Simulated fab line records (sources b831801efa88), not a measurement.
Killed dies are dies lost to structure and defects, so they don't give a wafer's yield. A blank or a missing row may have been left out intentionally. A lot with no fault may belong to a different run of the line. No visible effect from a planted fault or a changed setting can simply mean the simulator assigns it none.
Split-lot trial -- flow gf180mcu -- 5 lots, 23 wafers read, on a route of 602 steps

THE SPLIT
At GF_VT_IMPLANT_COAT_35 (resist thk 1000 nm), the setting spinRpm was moved away from the recipe's 3000 rpm on 10 of the 23 wafers read, by -4.3% to +3.1%. The other wafers ran this setting at the recipe's value.

The reading is taken at the split's own step.

THE READING
NOVOLAK_of_VT_IMPLANT_COAT_35.thkNm (the simulator's own value, which no gauge read), in nm, at GF_VT_IMPLANT_COAT_35 (resist thk 1000 nm). The file does not state a usual value for it. Across the 13 wafers here that went through the recipe, the average is 999.4 nm and the standard deviation 3.6 nm.

wafer,"tool, chamber at the split","spinRpm as run, rpm",against the recipe,"NOVOLAK_of_VT_IMPLANT_COAT_35.thkNm, nm",against lot-mates on the recipe
L074.1,"lithoTrack-03, 0",3000,recipe,1002,-
L074.2,"lithoTrack-03, 0",3000,recipe,1002,-
L074.6,"lithoTrack-03, 0",3000,recipe,1002,-
L078.1,"lithoTrack-02, 0",2915,-2.8%,1017,+13.7
L078.2,"lithoTrack-02, 0",2915,-2.8%,1018,+14.7
L078.4,"lithoTrack-02, 0",3000,recipe,1004,-
L078.5,"lithoTrack-02, 0",3000,recipe,1003,-
L078.6,"lithoTrack-02, 0",3000,recipe,1003,-
L080.2,"lithoTrack-04, 0",2925,-2.5%,1013,+13.1
L080.3,"lithoTrack-04, 0",2925,-2.5%,1011,+11.1
L080.4,"lithoTrack-04, 0",2925,-2.5%,1011,+11.1
L080.5,"lithoTrack-04, 0",3000,recipe,998.7,-
L080.6,"lithoTrack-04, 0",3000,recipe,1001,-
L081.1,"lithoTrack-04, 0",3092,+3.1%,984.9,-11.4
L081.3,"lithoTrack-04, 0",3092,+3.1%,982.3,-14.0
L081.4,"lithoTrack-04, 0",3092,+3.1%,980.6,-15.7
L081.5,"lithoTrack-04, 0",3000,recipe,995.5,-
L081.6,"lithoTrack-04, 0",3000,recipe,997.1,-
L085.1,"lithoTrack-03, 0",2870,-4.3%,1017,+22.4
L085.2,"lithoTrack-03, 0",2870,-4.3%,1017,+22.4
L085.3,"lithoTrack-03, 0",3000,recipe,995.2,-
L085.4,"lithoTrack-03, 0",3000,recipe,996.2,-
L085.6,"lithoTrack-03, 0",3000,recipe,992.4,-

FIT RESULTS
A straight line over all 23 wafers: NOVOLAK_of_VT_IMPLANT_COAT_35.thkNm changes by -5.02 nm for each +1% of spinRpm; r = -0.95; the points scatter about the line by 3.4 nm.
The same after taking each lot's own level away (the mean of its wafers on the recipe; 23 wafers): -4.83 nm for each +1%; r = -0.99; scatter 1.2 nm.
The reading moves by 21 nm for the largest change in spinRpm, on that fit.
The lots' own levels span 994.60 to 1003.33 nm, that is 2.4 times the standard deviation above.
Consequently the slope shifts little with the lot-to-lot level, the two slopes agreeing.
Check: +20.9 nm against its lot-mates is what the line predicts for one of the wafers moved furthest among these (-4.3%) when that wafer is left out of the fit. It came out at +22.4 nm against them.

THE OTHER SPLITS THESE WAFERS WENT THROUGH
Other splits were also applied to these wafers ahead of the reading. Each is held against what the fit with the lots' levels taken away leaves over:
other split on the same wafers,wafers away from the commonest value,r with NOVOLAK_of_VT_IMPLANT_COAT_35.thkNm (lot level and that fit taken away)
GF_STI_CVD_03 timeS,15,+0.22
GF_STI_PEB_10 pebTempC,7,+0.13
GF_STI_ETCH_14 timeS,6,+0.02
GF_LVPWELL_COAT_02 spinRpm,6,+0.30
GF_LVPWELL_IMPLANT_08 doseCm2,4,-0.15
GF_MVPSD_IMPLANT_08 doseCm2,10,-0.23
GF_VT_IMPLANT_IMPLANT_30 doseCm2,5,-0.11

THE WHOLE CHAIN: every reading that the file lists as answering this split, in the file's order
step,what it does,reading,change (the file's fit),r (the file's)
GF_VT_IMPLANT_COAT_35,resist thk 1000 nm,"NOVOLAK_of_VT_IMPLANT_COAT_35.thkNm (the simulator's own value, which no gauge read)",-4.89 nm for each +1% of the setting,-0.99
GF_VT_IMPLANT_STRIP_42,strips in O2/N2,stripTimeToEndpointS,withheld for each +1% of the setting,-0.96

THE FILE'S OWN FIT
NOVOLAK_of_VT_IMPLANT_COAT_35.thkNm changes by -4.89 nm for each +1% of spinRpm, r = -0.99.
